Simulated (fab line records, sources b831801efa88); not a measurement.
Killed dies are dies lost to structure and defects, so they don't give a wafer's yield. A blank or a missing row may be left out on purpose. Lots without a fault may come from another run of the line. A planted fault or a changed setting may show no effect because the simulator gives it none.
fab line records | flow sky130
record lots=6 wafers=18 last_day=50
route steps=708 shown POLY_GATE@233 LDD_N@237 LDD_P@255 PAD_OPEN@708
lots that met no fault: from a run of the same line without faults
start_h: hours from the record's first day to the start of the lot's first wafer shown | wait_h: hours since the lot's step before | " the same as in the row above | L1.1+2: a row that stands for several wafers | - no value, or no start given | * or withheld: withheld | < > ~ a bound
route shown NAME@n: a module of which the file shows steps, and the number in the route of the first | usual: mean/standard deviation of fault-free wafers | same: alike in all rows | chamber/n: place in a boat | sites: the reading at each site | _std_site: their standard deviation | _edge_site: outer sites' mean less inner sites' | radius_mm: how far each site lies from the wafer's centre | mask NAME#n: copy n | behind: the tool/chamber that last shaped the wafer | hold: why the lot was held/for how many hours/how that ended | device: the transistor (n, p or np) that didn't switch | end of line: the same wafers' tests at the end of the route | a step without rows: its recipe alone | killed: dies lost to structure and defects at the first sort, not the wafer's yield | map: a wafer's dies, x killed, . not, _ none there
set.NAME: the setting as run; set.NAME@STEP: as run at that earlier step | model.NAME: the simulator's own value behind a step, which no gauge read
lots at some steps of the route; a table a step, a row a wafer
services: from which hour (start_h, from the record's first day; less than 0 if before it) a tool's chamber was out of use, for how many hours, and why
## steps
# step SKY_POLY_GATE_CLEAN_19
# recipe chemistry=SC1/SC2 mix=1:4:20 temp_c=70 time_s=150 dry=n2_spin
# step SKY_POLY_GATE_OXIDATION_20
# recipe temp_c=850 ambient=O2 stabilise_s=600 purge_s=300 target_thk_a=40 ox_time_s=899
# step SKY_POLY_GATE_THK_MEAS_21
# recipe reads=SiO2_of_POLY_GATE_OXIDATION_20
# usual POLY_GATE_OXIDATION_THK=4.01/0.095
# columns lot.wafer tool chamber start_h wait_h POLY_GATE_OXIDATION_THK[nm]
L724.1 film_metro-02 - 421.58 0.0 3.93
L724.2 " - " " 3.97
L724.3 " - " " 3.95
L725.3 film_metro-02 - 444.75 0.0 3.81
L725.4 " - " " 3.80
L725.5 " - " " 3.75
L731.4 film_metro-02 - 476.33 0.0 4.11
L731.5 " - " " 4.12
L731.6 " - " " 4.09
L733.2 film_metro-02 - 498.49 0.0 3.96
L733.4 " - " " 4.04
L733.6 " - " " 4.03
L741.2 film_metro-01 - 555.51 0.0 3.97
L741.3 " - " " 4.08
L741.6 " - " " 4.11
L742.1 film_metro-04 - 565.33 0.0 4.13
L742.3 " - " " 4.15
L742.6 " - " " 4.10
# step SKY_POLY_GATE_CD_MEAS_22
# usual cd_nm=149.7/1.8
# columns lot.wafer tool chamber start_h wait_h cd_nm
L724.1 cd_sem-01 - 421.64 0.1 148.5
L724.2 " - " " 149.6
L724.3 " - " " 149.1
L725.3 cd_sem-01 - 444.85 0.1 150.1
L725.4 " - " " 150.9
L725.5 " - " " 148.8
L731.4 cd_sem-02 - 476.47 0.1 149.2
L731.5 " - " " 150.2
L731.6 " - " " 150.7
L733.2 cd_sem-01 - 498.57 0.1 150.7
L733.4 " - " " 151.4
L733.6 " - " " 150.6
L741.2 cd_sem-02 - 555.59 0.1 145.7
L741.3 " - " " 144.0
L741.6 " - " " 146.0
L742.1 cd_sem-01 - 565.39 0.1 148.9
L742.3 " - " " 147.0
L742.6 " - " " 144.7
# step SKY_LDD_N_DEHYDRATE_00
# recipe temp_c=200 time_s=60
# step SKY_LDD_N_HMDS_01
# recipe prime_time_s=60 prime_temp_c=120
# step SKY_LDD_N_COAT_02
# recipe resist=NOVOLAK spin_rpm=3000 resist_thk_nm=300
# step SKY_LDD_N_SOFTBAKE_03
# recipe temp_c=90 time_s=60 resist=NOVOLAK
# step SKY_LDD_N_EXPOSE_04
# recipe mask_id=NTM target_cd_nm=840 na=0.6 source_shape=conventional sigma_outer=0.6 dose_mj=110
# step SKY_LDD_N_PEB_05
# recipe temp_c=withheld time_s=* resist=NOVOLAK
# step SKY_LDD_N_DEVELOP_06
# recipe develop_time_s=60 dev_temp_c=23
# step SKY_LDD_N_OVL_MEAS_07
# usual LDD_N_OVL=-0.3/1.4
# columns lot.wafer tool chamber start_h wait_h LDD_N_OVL[nm]
L724.1 overlay-02 - 452.66 0.1 -2.5
L724.2 " - " " -2.3
L724.3 " - " " -2.5
L725.3 overlay-02 - 475.64 0.1 -0.4
L725.4 " - " " -0.4
L725.5 " - " " 0.5
L731.4 overlay-02 - 507.48 0.1 0.7
L731.5 " - " " 0.1
L731.6 " - " " -0.2
L733.2 overlay-01 - 528.37 0.1 3.7
L733.4 " - " " 0.1
L733.6 " - " " 0.1
L741.2 overlay-02 - 585.17 0.1 -1.6
L741.3 " - " " 0.2
L741.6 " - " " -1.6
L742.1 overlay-01 - 594.47 0.1 -0.5
L742.3 " - " " -0.4
L742.6 " - " " -0.2
# step SKY_LDD_N_IMPLANT_08
# recipe species=As energy_kev=20 dose_cm2=7.5e+13 tilt_deg=withheld rotation_deg=23
# usual dose_ions_cm2=7.5e+13/7.6e+10 faraday_current_uA=417/10
# same implant_ion_amu=75
# columns lot.wafer tool chamber start_h wait_h dose_ions_cm2 faraday_current_uA
L724.1 implanter-01 0 452.70 0.0 7.512e+13 411
L724.2 " 0 " " 7.515e+13 426
L724.3 " 0 " " 7.507e+13 427
L725.3 implanter-03 0 475.71 0.1 7.489e+13 427
L725.4 " 0 " " 7.498e+13 422
L725.5 " 0 " " 7.489e+13 415
L731.4 implanter-01 0 507.57 0.1 4.655e+13 266
L731.5 " 0 " " 4.655e+13 258
L731.6 " 0 " " 4.653e+13 255
L733.2 implanter-01 0 528.42 0.0 4.64e+13 267
L733.4 " 0 " " 4.648e+13 266
L733.6 " 0 " " 4.653e+13 255
L741.2 implanter-03 0 585.22 0.0 7.501e+13 431
L741.3 " 0 " " 7.491e+13 418
L741.6 " 0 " " 7.499e+13 416
L742.1 implanter-03 0 594.51 0.0 7.509e+13 434
L742.3 " 0 " " 7.489e+13 422
L742.6 " 0 " " 7.501e+13 412
# step SKY_LDD_N_IMPLANT_09
# recipe species=As energy_kev=20 dose_cm2=7.5e+13 tilt_deg=withheld rotation_deg=113
# step SKY_LDD_N_IMPLANT_10
# recipe species=As energy_kev=20 dose_cm2=7.5e+13 tilt_deg=withheld rotation_deg=203
# step SKY_LDD_N_IMPLANT_11
# recipe species=As energy_kev=20 dose_cm2=7.5e+13 tilt_deg=withheld rotation_deg=293
# step SKY_LDD_N_IMPLANT_12
# recipe species=BF2 energy_kev=50 dose_cm2=5e+12 tilt_deg=30 rotation_deg=0
# step SKY_LDD_N_IMPLANT_13
# recipe species=BF2 energy_kev=50 dose_cm2=5e+12 tilt_deg=30 rotation_deg=90
# step SKY_LDD_N_IMPLANT_14
# recipe species=BF2 energy_kev=50 dose_cm2=5e+12 tilt_deg=30 rotation_deg=180
# step SKY_LDD_N_IMPLANT_15
# recipe species=BF2 energy_kev=50 dose_cm2=5e+12 tilt_deg=30 rotation_deg=270
# step SKY_LDD_N_STRIP_16
# recipe chemistry=O2/N2 power_w=1400 pressure_mtorr=1500 platen_temp_c=withheld o2_flow_sccm=3000 n2_flow_sccm=300 overash_fraction=0.5
# usual drypump_motor_current_A=5.6/0.52 oes_product_au=0.407/0.0049 strip_time_to_endpoint_s=4.317/0.013
# columns lot.wafer tool chamber start_h wait_h drypump_motor_current_A oes_product_au rf_hours_counter_h strip_time_to_endpoint_s
L724.1 plasma_asher-03 1 453.90 0.1 6.1 0.406 64 4.317
L724.2 " 0 " " 4.8 0.415 64 4.314
L724.3 " 0 " " 4.9 0.401 - 4.327
L725.3 plasma_asher-01 0 476.89 0.1 5.3 0.414 - 4.337
L725.4 " 1 " " 5.9 0.404 - 4.329
L725.5 " 0 " " 5.3 0.409 - 4.332
L731.4 plasma_asher-03 0 508.73 0.1 4.8 0.412 - 4.251
L731.5 " 0 " " 4.9 0.411 - 4.239
L731.6 " 1 " " 6.1 0.408 - 4.260
L733.2 plasma_asher-04 0 529.60 0.1 6.2 0.408 40 4.251
L733.4 " 1 " " 5.0 0.408 - 4.234
L733.6 " 1 " " 5.0 0.398 - 4.244
L741.2 plasma_asher-03 0 586.40 0.1 4.8 0.408 78 4.304
L741.3 " 0 " " 4.8 0.404 - 4.326
L741.6 " 1 " " 6.1 0.411 - 4.325
L742.1 plasma_asher-04 1 595.71 0.1 4.9 0.418 46 4.288
L742.3 " 0 " " 6.2 0.402 - 4.307
L742.6 " 0 " " 6.2 0.403 - 4.299
# step SKY_LDD_N_TW_MEAS_17
# usual LDD_N_TW=2574/17
# columns lot.wafer tool chamber start_h wait_h LDD_N_TW
L724.1 film_metro-04 - 454.00 0.1 2571
L724.2 " - " " 2586
L724.3 " - " " 2591
L725.3 film_metro-01 - 476.98 0.1 2570
L725.4 " - " " 2580
L725.5 " - " " 2566
L731.4 film_metro-01 - 508.83 0.1 2529
L731.5 " - " " 2527
L731.6 " - " " 2516
L733.2 film_metro-04 - 529.71 0.1 2532
L733.4 " - " " 2541
L733.6 " - " " 2538
L741.2 film_metro-03 - 586.51 0.1 2543
L741.3 " - " " 2542
L741.6 " - " " 2564
L742.1 film_metro-01 - 595.81 0.1 2585
L742.3 " - " " 2568
L742.6 " - " " 2558
# step SKY_LDD_P_DEHYDRATE_00
# recipe temp_c=200 time_s=60
# step SKY_PAD_OPEN_PROBE_99
# usual killed_at_M0_to_M3=44/6 killed_at_M4_up=3.3/2.1 killed_at_contacts=25/5.5 killed_at_front_end=15/4.3 killed_at_other=0.2/0.41 killed_dies=88/9.1 killed_open=48/6.6 killed_short=39/6.7
# same gross_dies=492 killed_at_back_side=0
# columns lot.wafer tool chamber start_h wait_h killed_at_M0_to_M3 killed_at_M4_up killed_at_contacts killed_at_front_end killed_at_other killed_dies killed_open killed_short model.etest.tip_n.rs_ohm_sq
L724.1 prober-02 - 1109.89 0.1 40 6 27 17 0 90 47 43 441
L724.2 prober-02 - 1109.94 0.1 41 4 20 15 1 81 47 34 447.4
L724.3 prober-02 - 1109.99 0.2 51 4 28 16 0 99 54 45 440.3
L725.3 prober-02 - 1130.20 0.2 43 7 20 17 0 87 55 32 439.8
L725.4 prober-02 - 1130.25 0.2 36 9 17 18 0 80 42 38 435.2
L725.5 prober-02 - 1130.30 0.2 37 4 28 17 0 86 55 31 439.2
L731.4 prober-01 - 1140.86 0.2 52 4 21 23 0 100 52 48 479.7
L731.5 prober-01 - 1140.91 0.2 48 3 25 14 0 90 52 38 481.8
L731.6 prober-01 - 1140.96 0.2 46 4 20 15 0 85 50 35 477.4
L733.2 prober-01 - 1155.20 0.1 49 2 24 24 0 99 54 45 470.1
L733.4 prober-01 - 1155.30 0.2 48 0 31 10 0 89 49 40 473.5
L733.6 prober-01 - 1155.40 0.2 55 0 24 16 0 95 45 50 471.2
L741.2 prober-01 - 1191.38 0.1 49 1 37 17 0 104 60 44 444.6
L741.3 prober-01 - 1191.43 0.2 55 2 22 19 0 98 56 42 440.4
L741.6 prober-01 - 1191.58 0.2 44 3 26 12 0 85 52 33 439.7
L742.1 prober-02 - 1194.21 0.1 43 7 26 17 0 93 51 42 438.4
L742.3 prober-02 - 1194.31 0.2 35 2 27 12 0 76 48 28 443.8
L742.6 prober-02 - 1194.46 0.2 44 3 27 11 0 85 42 43 443.1
# killed by level:class
L724.1 CONTACT:geometric_particle:open=12 LI_CONTACT:geometric_particle:open=6 VIA1:geometric_particle:short=6 METAL1:geometric_particle:short=6 POLY_GATE:geometric_particle:short=5 POLY_GATE:geometric_particle:open=5 METAL4:geometric_particle:short=5 CONTACT:geometric_particle:short=5
L724.2 VIA1:geometric_particle:open=11 CONTACT:geometric_particle:open=8 VIA2:geometric_particle:open=7 METAL2:geometric_particle:short=6 LI_CONTACT:geometric_particle:open=5 POLY_GATE:geometric_particle:open=5 CONTACT:geometric_particle:short=4 VIA3:geometric_particle:short=4
L724.3 VIA1:geometric_particle:open=14 CONTACT:geometric_particle:open=14 VIA2:geometric_particle:open=9 METAL1:geometric_particle:short=7 VIA3:geometric_particle:open=7 POLY_GATE:geometric_particle:short=5 LOCAL_INTERCONNECT:geometric_particle:short=4 CONTACT:geometric_particle:short=4
L725.3 VIA1:geometric_particle:open=13 LI_CONTACT:geometric_particle:open=9 VIA3:geometric_particle:open=8 POLY_GATE:geometric_particle:open=6 VIA2:geometric_particle:open=6 CONTACT:geometric_particle:open=5 METAL4:geometric_particle:short=5 FIELD_ISO:geometric_particle:short=4
L725.4 VIA1:geometric_particle:open=8 FIELD_ISO:geometric_particle:open=6 LI_CONTACT:geometric_particle:open=6 VIA3:geometric_particle:open=6 METAL4:geometric_particle:short=6 FIELD_ISO:geometric_particle:short=5 POLY_GATE:geometric_particle:short=4 CONTACT:geometric_particle:open=4
L725.5 CONTACT:geometric_particle:open=11 VIA1:geometric_particle:open=8 LI_CONTACT:geometric_particle:open=7 VIA2:geometric_particle:open=7 FIELD_ISO:geometric_particle:open=5 VIA3:geometric_particle:open=5 POLY_GATE:geometric_particle:open=4 VIA1:geometric_particle:short=4
L731.4 VIA2:geometric_particle:open=12 FIELD_ISO:geometric_particle:short=9 CONTACT:geometric_particle:open=9 VIA2:geometric_particle:short=8 VIA3:geometric_particle:open=8 METAL1:geometric_particle:short=7 VIA1:geometric_particle:open=6 LI_CONTACT:geometric_particle:open=5
L731.5 CONTACT:geometric_particle:open=15 VIA3:geometric_particle:open=10 VIA1:geometric_particle:open=9 VIA2:geometric_particle:open=9 VIA1:geometric_particle:short=6 FIELD_ISO:geometric_particle:short=5 LI_CONTACT:geometric_particle:open=5 POLY_GATE:geometric_particle:short=4
L731.6 VIA1:geometric_particle:open=14 LI_CONTACT:geometric_particle:open=8 CONTACT:geometric_particle:open=8 METAL1:geometric_particle:short=8 VIA3:geometric_particle:open=6 POLY_GATE:geometric_particle:short=5 METAL3:geometric_particle:short=5 FIELD_ISO:geometric_particle:short=4
L733.2 VIA1:geometric_particle:open=16 CONTACT:geometric_particle:open=8 VIA1:geometric_particle:short=8 POLY_GATE:geometric_particle:short=7 LOCAL_INTERCONNECT:geometric_particle:short=6 VIA2:geometric_particle:open=6 POLY_GATE:geometric_particle:open=5 FIELD_ISO:geometric_particle:short=4
L733.4 CONTACT:geometric_particle:open=11 VIA1:geometric_particle:open=9 VIA3:geometric_particle:open=9 VIA2:geometric_particle:open=8 LOCAL_INTERCONNECT:geometric_particle:short=6 METAL1:geometric_particle:short=6 LI_CONTACT:geometric_particle:open=5 LI_CONTACT:geometric_particle:short=4
L733.6 VIA1:geometric_particle:open=13 METAL1:geometric_particle:short=11 FIELD_ISO:geometric_particle:short=6 CONTACT:geometric_particle:open=6 VIA2:geometric_particle:open=6 VIA3:geometric_particle:open=6 METAL3:geometric_particle:short=5 LI_CONTACT:geometric_particle:open=5
L741.2 CONTACT:geometric_particle:open=15 VIA1:geometric_particle:open=14 VIA2:geometric_particle:open=10 CONTACT:geometric_particle:short=9 VIA1:geometric_particle:short=7 POLY_GATE:geometric_particle:open=7 LI_CONTACT:geometric_particle:open=5 LOCAL_INTERCONNECT:geometric_particle:short=5
L741.3 VIA1:geometric_particle:open=14 CONTACT:geometric_particle:open=11 METAL2:geometric_particle:short=8 VIA3:geometric_particle:open=8 POLY_GATE:geometric_particle:short=6 VIA1:geometric_particle:short=6 FIELD_ISO:geometric_particle:short=5 METAL1:geometric_particle:short=5
L741.6 CONTACT:geometric_particle:open=11 VIA3:geometric_particle:open=11 VIA2:geometric_particle:open=10 CONTACT:geometric_particle:short=6 VIA1:geometric_particle:short=5 VIA1:geometric_particle:open=5 LOCAL_INTERCONNECT:geometric_particle:short=4 VIA3:geometric_particle:short=4
L742.1 VIA2:geometric_particle:open=11 CONTACT:geometric_particle:open=11 VIA1:geometric_particle:open=8 POLY_GATE:geometric_particle:short=6 VIA3:geometric_particle:open=6 LOCAL_INTERCONNECT:geometric_particle:short=6 METAL4:geometric_particle:short=5 POLY_GATE:geometric_particle:open=4
L742.3 CONTACT:geometric_particle:open=11 VIA1:geometric_particle:open=9 LI_CONTACT:geometric_particle:open=8 VIA2:geometric_particle:open=8 METAL2:geometric_particle:short=5 LOCAL_INTERCONNECT:geometric_particle:short=4 FIELD_ISO:geometric_particle:short=3 CONTACT:geometric_particle:short=3
L742.6 VIA3:geometric_particle:open=13 CONTACT:geometric_particle:open=10 LOCAL_INTERCONNECT:geometric_particle:short=6 METAL1:geometric_particle:short=6 VIA2:geometric_particle:open=5 CONTACT:geometric_particle:short=5 VIA1:geometric_particle:open=5 POLY_GATE:geometric_particle:short=4
## services
# columns tool chamber start_h hours kind
plasma_asher-04 - 505.68 3.7 repair
plasma_asher-04 - 535.30 12.7 repair
implanter-03 - 550.34 4.4 pm
## key
first_sign step=SKY_LDD_N_IMPLANT_08 reading=dose_ions_cm2 direction=down sigmas=99+ usual=* struck=*
effect step=SKY_LDD_N_IMPLANT_08 reading=faraday_current_uA direction=down sigmas=15 usual=417 struck=261
effect step=SKY_LDD_N_STRIP_16 reading=strip_time_to_endpoint_s direction=down sigmas=5.4 usual=* struck=*
effect step=SKY_LDD_N_TW_MEAS_17 reading=LDD_N_TW direction=down sigmas=2.6 usual=2574 struck=2530
model_effect step=SKY_PAD_OPEN_PROBE_99 value=etest.tip_n.rs_ohm_sq without=446.2 struck=475.6
met_at SKY_LDD_N_IMPLANT_08
struck_wafers L731.4,L731.5,L731.6,L733.2,L733.4,L733.6
tester_left_out L731,L733
onset_between 452.70 507.57
fault kind=process_parameter_drift tool=implanter-01 chamber=- onset_h=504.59 steps=SKY_LDD_N_IMPLANT_08 channel=dose_cm2 offset=* shape=step end_h=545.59 acts_in=* stated=*
# tester_left_out: of these lots the tester's yield and bins aren't shown, on N5 and GAA mostly nor the transistor test; their killed dies are dies lost to structure and defects alone, not to doping, threshold or leakage, so they don't give the yield
